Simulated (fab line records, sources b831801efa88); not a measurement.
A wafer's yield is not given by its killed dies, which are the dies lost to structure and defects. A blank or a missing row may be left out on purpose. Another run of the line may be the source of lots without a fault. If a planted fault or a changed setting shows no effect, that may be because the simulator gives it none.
fab line records || flow sky130
record: {"lots": 6, "wafers": 18, "last-day": 50}
route steps=708 shown LDD_N@247 LDD_P@255
lots with no fault: from the same line, run without faults
start-h: hours from the record's opening day to when the first of the lot's shown wafers began || wait-h: hours elapsed since this lot's preceding step || " same as the row above || L1.1+2: one row covering several wafers at once || - value missing, or start not given || * or withheld: withheld || < > ~ a bound
route shown NAME@n: names a module that has steps shown in the file, with the first one's number in the route || usual: mean/standard deviation of fault-free wafers || same: alike in all rows || chamber/n: place in a boat || sites: the reading at each site || _std_site: standard deviation of those values || _edge_site: the outer-site mean with the inner-site mean subtracted || radius-mm: for every site, how far away it sits from the centre of the wafer || mask NAME#n: copy n || behind: the tool/chamber that last shaped the wafer || hold: the reason the lot was held/the length of the hold in hours/how it ended || device: which transistor (n, p or np) failed to switch || end of line: the tests these same wafers got at the end of their route || a step given without rows: its recipe and nothing more || killed: not the wafer's yield, but the dies lost to structure and defects at the first sort || map: shows each die of a wafer: x if killed, . if not, _ if none is there
set.NAME: the setting that was run; set.NAME@STEP: the one run at that earlier step || model.NAME: the simulator's own value behind a step, which no gauge read
lots at selected steps of the route; one table per step, one row per wafer
services: a tool's chamber out of use, with start hour (start-h, from the record's first day; less than 0 if before it), hours out, and reason
== steps ==
step: SKY_LDD_N_IMPLANT_10
recipe: {"species": "As", "energy-kev": 20, "dose-cm2": 7.5e+13, "tilt-deg": "withheld", "rotation-deg": 203}
step: SKY_LDD_N_IMPLANT_11
recipe: {"species": "As", "energy-kev": 20, "dose-cm2": 7.5e+13, "tilt-deg": "withheld", "rotation-deg": 293}
step: SKY_LDD_N_IMPLANT_12
recipe: {"species": "BF2", "energy-kev": 50, "dose-cm2": 5e+12, "tilt-deg": 30, "rotation-deg": 0}
step: SKY_LDD_N_IMPLANT_13
recipe: {"species": "BF2", "energy-kev": 50, "dose-cm2": 5e+12, "tilt-deg": 30, "rotation-deg": 90}
step: SKY_LDD_N_IMPLANT_14
recipe: {"species": "BF2", "energy-kev": 50, "dose-cm2": 5e+12, "tilt-deg": 30, "rotation-deg": 180}
step: SKY_LDD_N_IMPLANT_15
recipe: {"species": "BF2", "energy-kev": 50, "dose-cm2": 5e+12, "tilt-deg": 30, "rotation-deg": 270}
step: SKY_LDD_N_STRIP_16
recipe: {"chemistry": "O2/N2", "power-w": 1400, "pressure-mtorr": 1500, "platen-temp-c": "withheld", "o2-flow-sccm": 3000, "n2-flow-sccm": 300, "overash-fraction": 0.5}
usual: {"drypump-motor-current-A": "6.02/0.23", "o2-flow-sccm": "2999/8.7", "oes-product-au": "0.406/0.0052", "strip-time-to-endpoint-s": "4.305/0.013"}
{"lot.wafer": "L116.4", "tool": "plasma-asher-03", "chamber": 0, "start-h": 431.74, "wait-h": 0.1, "drypump-motor-current-A": 6.19, "o2-flow-sccm": 2978, "oes-product-au": 0.401, "rf-hours-counter-h": "-", "strip-time-to-endpoint-s": 4.290}
{"lot.wafer": "L116.5", "tool": "plasma-asher-03", "chamber": 1, "start-h": 431.74, "wait-h": 0.1, "drypump-motor-current-A": 5.90, "o2-flow-sccm": 2995, "oes-product-au": 0.409, "rf-hours-counter-h": "-", "strip-time-to-endpoint-s": 4.292}
{"lot.wafer": "L116.6", "tool": "plasma-asher-03", "chamber": 0, "start-h": 431.74, "wait-h": 0.1, "drypump-motor-current-A": 6.16, "o2-flow-sccm": 2994, "oes-product-au": 0.398, "rf-hours-counter-h": "-", "strip-time-to-endpoint-s": 4.303}
{"lot.wafer": "L118.1", "tool": "plasma-asher-02", "chamber": 0, "start-h": 460.00, "wait-h": 0.1, "drypump-motor-current-A": 6.35, "o2-flow-sccm": 3001, "oes-product-au": 0.398, "rf-hours-counter-h": 73, "strip-time-to-endpoint-s": 4.324}
{"lot.wafer": "L118.4", "tool": "plasma-asher-02", "chamber": 1, "start-h": 460.00, "wait-h": 0.1, "drypump-motor-current-A": 5.53, "o2-flow-sccm": 3002, "oes-product-au": 0.399, "rf-hours-counter-h": "-", "strip-time-to-endpoint-s": 4.294}
{"lot.wafer": "L118.6", "tool": "plasma-asher-02", "chamber": 1, "start-h": 460.00, "wait-h": 0.1, "drypump-motor-current-A": 5.53, "o2-flow-sccm": 2993, "oes-product-au": 0.403, "rf-hours-counter-h": "-", "strip-time-to-endpoint-s": 4.302}
{"lot.wafer": "L128.2", "tool": "plasma-asher-04", "chamber": 1, "start-h": 538.95, "wait-h": 0.1, "drypump-motor-current-A": 6.04, "o2-flow-sccm": 3000, "oes-product-au": 0.410, "rf-hours-counter-h": 72, "strip-time-to-endpoint-s": 4.313}
{"lot.wafer": "L128.3", "tool": "plasma-asher-04", "chamber": 1, "start-h": 538.95, "wait-h": 0.1, "drypump-motor-current-A": 6.02, "o2-flow-sccm": 2996, "oes-product-au": 0.408, "rf-hours-counter-h": "-", "strip-time-to-endpoint-s": 4.320}
{"lot.wafer": "L128.5", "tool": "plasma-asher-04", "chamber": 1, "start-h": 538.95, "wait-h": 0.1, "drypump-motor-current-A": 5.99, "o2-flow-sccm": 2994, "oes-product-au": 0.413, "rf-hours-counter-h": "-", "strip-time-to-endpoint-s": 4.332}
{"lot.wafer": "L129.1", "tool": "plasma-asher-02", "chamber": 1, "start-h": 546.25, "wait-h": 0.1, "drypump-motor-current-A": 5.52, "o2-flow-sccm": 2997, "oes-product-au": 0.405, "rf-hours-counter-h": 82, "strip-time-to-endpoint-s": 4.294}
{"lot.wafer": "L129.2", "tool": "plasma-asher-02", "chamber": 0, "start-h": 546.25, "wait-h": 0.1, "drypump-motor-current-A": 6.37, "o2-flow-sccm": 2998, "oes-product-au": 0.407, "rf-hours-counter-h": 82, "strip-time-to-endpoint-s": 4.315}
{"lot.wafer": "L129.6", "tool": "plasma-asher-02", "chamber": 0, "start-h": 546.25, "wait-h": 0.1, "drypump-motor-current-A": 6.36, "o2-flow-sccm": 3005, "oes-product-au": 0.407, "rf-hours-counter-h": "-", "strip-time-to-endpoint-s": 4.318}
{"lot.wafer": "L133.1", "tool": "plasma-asher-03", "chamber": 1, "start-h": 572.80, "wait-h": 0.1, "drypump-motor-current-A": 5.91, "o2-flow-sccm": 3004, "oes-product-au": 0.405, "rf-hours-counter-h": 42, "strip-time-to-endpoint-s": 4.305}
{"lot.wafer": "L133.2", "tool": "plasma-asher-03", "chamber": 0, "start-h": 572.80, "wait-h": 0.1, "drypump-motor-current-A": 6.16, "o2-flow-sccm": 3001, "oes-product-au": 0.410, "rf-hours-counter-h": 42, "strip-time-to-endpoint-s": 4.313}
{"lot.wafer": "L133.4", "tool": "plasma-asher-03", "chamber": 0, "start-h": 572.80, "wait-h": 0.1, "drypump-motor-current-A": 6.13, "o2-flow-sccm": 3012, "oes-product-au": 0.399, "rf-hours-counter-h": "-", "strip-time-to-endpoint-s": 4.307}
{"lot.wafer": "L135.2", "tool": "plasma-asher-03", "chamber": 1, "start-h": 581.40, "wait-h": 0.1, "drypump-motor-current-A": 5.89, "o2-flow-sccm": 3005, "oes-product-au": 0.409, "rf-hours-counter-h": 43, "strip-time-to-endpoint-s": 4.320}
{"lot.wafer": "L135.5", "tool": "plasma-asher-03", "chamber": 0, "start-h": 581.40, "wait-h": 0.1, "drypump-motor-current-A": 6.18, "o2-flow-sccm": 2994, "oes-product-au": 0.404, "rf-hours-counter-h": "-", "strip-time-to-endpoint-s": 4.304}
{"lot.wafer": "L135.6", "tool": "plasma-asher-03", "chamber": 1, "start-h": 581.40, "wait-h": 0.1, "drypump-motor-current-A": 5.93, "o2-flow-sccm": 3004, "oes-product-au": 0.402, "rf-hours-counter-h": "-", "strip-time-to-endpoint-s": 4.299}
step: SKY_LDD_N_TW_MEAS_17
usual: {"LDD_N_TW": "2580/14"}
{"lot.wafer": "L116.4", "tool": "film-metro-04", "chamber": "-", "start-h": 431.83, "wait-h": 0.1, "LDD_N_TW": 2562}
{"lot.wafer": "L116.5", "tool": "film-metro-04", "chamber": "-", "start-h": 431.83, "wait-h": 0.1, "LDD_N_TW": 2573}
{"lot.wafer": "L116.6", "tool": "film-metro-04", "chamber": "-", "start-h": 431.83, "wait-h": 0.1, "LDD_N_TW": 2576}
{"lot.wafer": "L118.1", "tool": "film-metro-02", "chamber": "-", "start-h": 460.10, "wait-h": 0.1, "LDD_N_TW": 2593}
{"lot.wafer": "L118.4", "tool": "film-metro-02", "chamber": "-", "start-h": 460.10, "wait-h": 0.1, "LDD_N_TW": 2593}
{"lot.wafer": "L118.6", "tool": "film-metro-02", "chamber": "-", "start-h": 460.10, "wait-h": 0.1, "LDD_N_TW": 2598}
{"lot.wafer": "L128.2", "tool": "film-metro-03", "chamber": "-", "start-h": 539.06, "wait-h": 0.1, "LDD_N_TW": 2590}
{"lot.wafer": "L128.3", "tool": "film-metro-03", "chamber": "-", "start-h": 539.06, "wait-h": 0.1, "LDD_N_TW": 2598}
{"lot.wafer": "L128.5", "tool": "film-metro-03", "chamber": "-", "start-h": 539.06, "wait-h": 0.1, "LDD_N_TW": 2599}
{"lot.wafer": "L129.1", "tool": "film-metro-04", "chamber": "-", "start-h": 546.35, "wait-h": 0.1, "LDD_N_TW": 2581}
{"lot.wafer": "L129.2", "tool": "film-metro-04", "chamber": "-", "start-h": 546.35, "wait-h": 0.1, "LDD_N_TW": 2558}
{"lot.wafer": "L129.6", "tool": "film-metro-04", "chamber": "-", "start-h": 546.35, "wait-h": 0.1, "LDD_N_TW": 2566}
{"lot.wafer": "L133.1", "tool": "film-metro-02", "chamber": "-", "start-h": 572.90, "wait-h": 0.1, "LDD_N_TW": 2600}
{"lot.wafer": "L133.2", "tool": "film-metro-02", "chamber": "-", "start-h": 572.90, "wait-h": 0.1, "LDD_N_TW": 2598}
{"lot.wafer": "L133.4", "tool": "film-metro-02", "chamber": "-", "start-h": 572.90, "wait-h": 0.1, "LDD_N_TW": 2592}
{"lot.wafer": "L135.2", "tool": "film-metro-04", "chamber": "-", "start-h": 581.51, "wait-h": 0.1, "LDD_N_TW": 2573}
{"lot.wafer": "L135.5", "tool": "film-metro-04", "chamber": "-", "start-h": 581.51, "wait-h": 0.1, "LDD_N_TW": 2597}
{"lot.wafer": "L135.6", "tool": "film-metro-04", "chamber": "-", "start-h": 581.51, "wait-h": 0.1, "LDD_N_TW": 2594}
step: SKY_LDD_P_DEHYDRATE_00
recipe: {"temp-c": 200, "time-s": 60}
step: SKY_LDD_P_HMDS_01
recipe: {"prime-time-s": 60, "prime-temp-c": 120}
step: SKY_LDD_P_COAT_02
recipe: {"resist": "NOVOLAK", "spin-rpm": 2948, "resist-thk-nm": 1140}
step: SKY_LDD_P_SOFTBAKE_03
recipe: {"temp-c": 90, "time-s": 60, "resist": "NOVOLAK"}
step: SKY_LDD_P_EXPOSE_04
recipe: {"mask-id": "PSDM", "na": 0.6, "source-shape": "conventional", "sigma-outer": 0.6, "polarization": "unpolarized", "target-cd-nm": 380, "dose-mj": 138}
usual: {"exposure-dose-mJ-cm2": "138.00/0.15", "focus-offset-nm": "0.2/0.55"}
{"lot.wafer": "L116.4", "tool": "iline-stepper-01", "chamber": 0, "start-h": 446.57, "wait-h": "-", "mask": "PSDM#0", "exposure-dose-mJ-cm2": 138.19, "focus-offset-nm": 1.2}
{"lot.wafer": "L116.5", "tool": "iline-stepper-01", "chamber": 0, "start-h": 446.57, "wait-h": "-", "mask": "PSDM#0", "exposure-dose-mJ-cm2": 137.94, "focus-offset-nm": 0.7}
{"lot.wafer": "L116.6", "tool": "iline-stepper-01", "chamber": 0, "start-h": 446.57, "wait-h": "-", "mask": "PSDM#0", "exposure-dose-mJ-cm2": 138.06, "focus-offset-nm": 0.9}
{"lot.wafer": "L118.1", "tool": "iline-stepper-02", "chamber": 0, "start-h": 475.11, "wait-h": "-", "mask": "PSDM#0", "exposure-dose-mJ-cm2": 138.00, "focus-offset-nm": 0.7}
{"lot.wafer": "L118.4", "tool": "iline-stepper-02", "chamber": 0, "start-h": 475.11, "wait-h": "-", "mask": "PSDM#0", "exposure-dose-mJ-cm2": 137.82, "focus-offset-nm": 0.0}
{"lot.wafer": "L118.6", "tool": "iline-stepper-02", "chamber": 0, "start-h": 475.11, "wait-h": "-", "mask": "PSDM#0", "exposure-dose-mJ-cm2": 137.98, "focus-offset-nm": 0.8}
{"lot.wafer": "L128.2", "tool": "iline-stepper-01", "chamber": "-", "start-h": 554.06, "wait-h": "-", "mask": "PSDM#0", "exposure-dose-mJ-cm2": "-", "focus-offset-nm": "-"}
{"lot.wafer": "L128.3", "tool": "iline-stepper-01", "chamber": "-", "start-h": 554.06, "wait-h": "-", "mask": "PSDM#0", "exposure-dose-mJ-cm2": "-", "focus-offset-nm": "-"}
{"lot.wafer": "L128.5", "tool": "iline-stepper-01", "chamber": "-", "start-h": 554.06, "wait-h": "-", "mask": "PSDM#0", "exposure-dose-mJ-cm2": "-", "focus-offset-nm": "-"}
{"lot.wafer": "L129.1", "tool": "iline-stepper-01", "chamber": "-", "start-h": 561.43, "wait-h": "-", "mask": "PSDM#0", "exposure-dose-mJ-cm2": "-", "focus-offset-nm": "-"}
{"lot.wafer": "L129.2", "tool": "iline-stepper-01", "chamber": "-", "start-h": 561.43, "wait-h": "-", "mask": "PSDM#0", "exposure-dose-mJ-cm2": "-", "focus-offset-nm": "-"}
{"lot.wafer": "L129.6", "tool": "iline-stepper-01", "chamber": "-", "start-h": 561.43, "wait-h": "-", "mask": "PSDM#0", "exposure-dose-mJ-cm2": "-", "focus-offset-nm": "-"}
{"lot.wafer": "L133.1", "tool": "iline-stepper-02", "chamber": 0, "start-h": 587.73, "wait-h": "-", "mask": "PSDM#0", "exposure-dose-mJ-cm2": 137.91, "focus-offset-nm": 0.3}
{"lot.wafer": "L133.2", "tool": "iline-stepper-02", "chamber": 0, "start-h": 587.73, "wait-h": "-", "mask": "PSDM#0", "exposure-dose-mJ-cm2": 138.07, "focus-offset-nm": 1.5}
{"lot.wafer": "L133.4", "tool": "iline-stepper-02", "chamber": 0, "start-h": 587.73, "wait-h": "-", "mask": "PSDM#0", "exposure-dose-mJ-cm2": 138.15, "focus-offset-nm": 0.0}
{"lot.wafer": "L135.2", "tool": "iline-stepper-02", "chamber": 0, "start-h": 596.60, "wait-h": "-", "mask": "PSDM#0", "exposure-dose-mJ-cm2": 138.13, "focus-offset-nm": 0.9}
{"lot.wafer": "L135.5", "tool": "iline-stepper-02", "chamber": 0, "start-h": 596.60, "wait-h": "-", "mask": "PSDM#0", "exposure-dose-mJ-cm2": 138.24, "focus-offset-nm": 0.1}
{"lot.wafer": "L135.6", "tool": "iline-stepper-02", "chamber": 0, "start-h": 596.60, "wait-h": "-", "mask": "PSDM#0", "exposure-dose-mJ-cm2": 138.10, "focus-offset-nm": 1.1}
step: SKY_LDD_P_PEB_05
recipe: {"temp-c": "withheld", "time-s": "*", "resist": "NOVOLAK"}
== services ==
{"tool": "plasma-asher-02", "chamber": "-", "start-h": 440.36, "hours": 0.7, "kind": "repair"}
{"tool": "iline-stepper-02", "chamber": "-", "start-h": 441.85, "hours": 1.7, "kind": "pm"}
{"tool": "iline-stepper-01", "chamber": "-", "start-h": 453.19, "hours": 1.7, "kind": "pm"}
{"tool": "iline-stepper-01", "chamber": "-", "start-h": 466.01, "hours": 2.1, "kind": "pm"}
{"tool": "iline-stepper-01", "chamber": "-", "start-h": 468.09, "hours": "-", "kind": "consumable-replace:lamp"}
{"tool": "iline-stepper-01", "chamber": "-", "start-h": 478.36, "hours": 8.7, "kind": "repair"}
{"tool": "iline-stepper-01", "chamber": "-", "start-h": 492.63, "hours": 10.3, "kind": "repair"}
{"tool": "plasma-asher-03", "chamber": "-", "start-h": 503.02, "hours": 2.1, "kind": "repair"}
{"tool": "plasma-asher-03", "chamber": "-", "start-h": 504.32, "hours": 9.4, "kind": "repair"}
{"tool": "plasma-asher-02", "chamber": "-", "start-h": 510.84, "hours": 2.8, "kind": "pm"}
{"tool": "iline-stepper-02", "chamber": "-", "start-h": 520.06, "hours": 3.8, "kind": "repair"}
{"tool": "iline-stepper-02", "chamber": "-", "start-h": 535.29, "hours": 4.3, "kind": "repair"}
{"tool": "iline-stepper-01", "chamber": "-", "start-h": 539.55, "hours": 8.9, "kind": "pm"}
{"tool": "plasma-asher-03", "chamber": "-", "start-h": 571.29, "hours": 1.4, "kind": "repair"}
{"tool": "plasma-asher-04", "chamber": "-", "start-h": 579.72, "hours": 8.7, "kind": "repair"}
== key ==
first-sign: {"step": "SKY_LDD_P_EXPOSE_04", "reading": "tool-record", "direction": "missing"}
effect none on later readings
met-at SKY_LDD_P_EXPOSE_04
struck-wafers L128.2,L128.3,L128.5,L129.1,L129.2,L129.6
sort-left-out L128.2,L128.3,L128.5,L129.1,L129.2,L129.6
tester-left-out L128,L129
onset-between 446.57 554.06
fault: {"kind": "skipped-step-whole", "tool": "iline-stepper-01", "chamber": "-", "onset-h": 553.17, "steps": "SKY_LDD_P_EXPOSE_04", "scope": "struck-lots-only"}
tester-left-out: of these lots the tester's yield and bins aren't shown, on N5 and GAA mostly nor the transistor test; their killed dies are dies lost to structure and defects alone, not to doping, threshold or leakage, so they don't give the yield
sort-left-out: the simulated sort isn't trusted on such a fault, so these wafers' sort isn't shown, and their yield isn't known
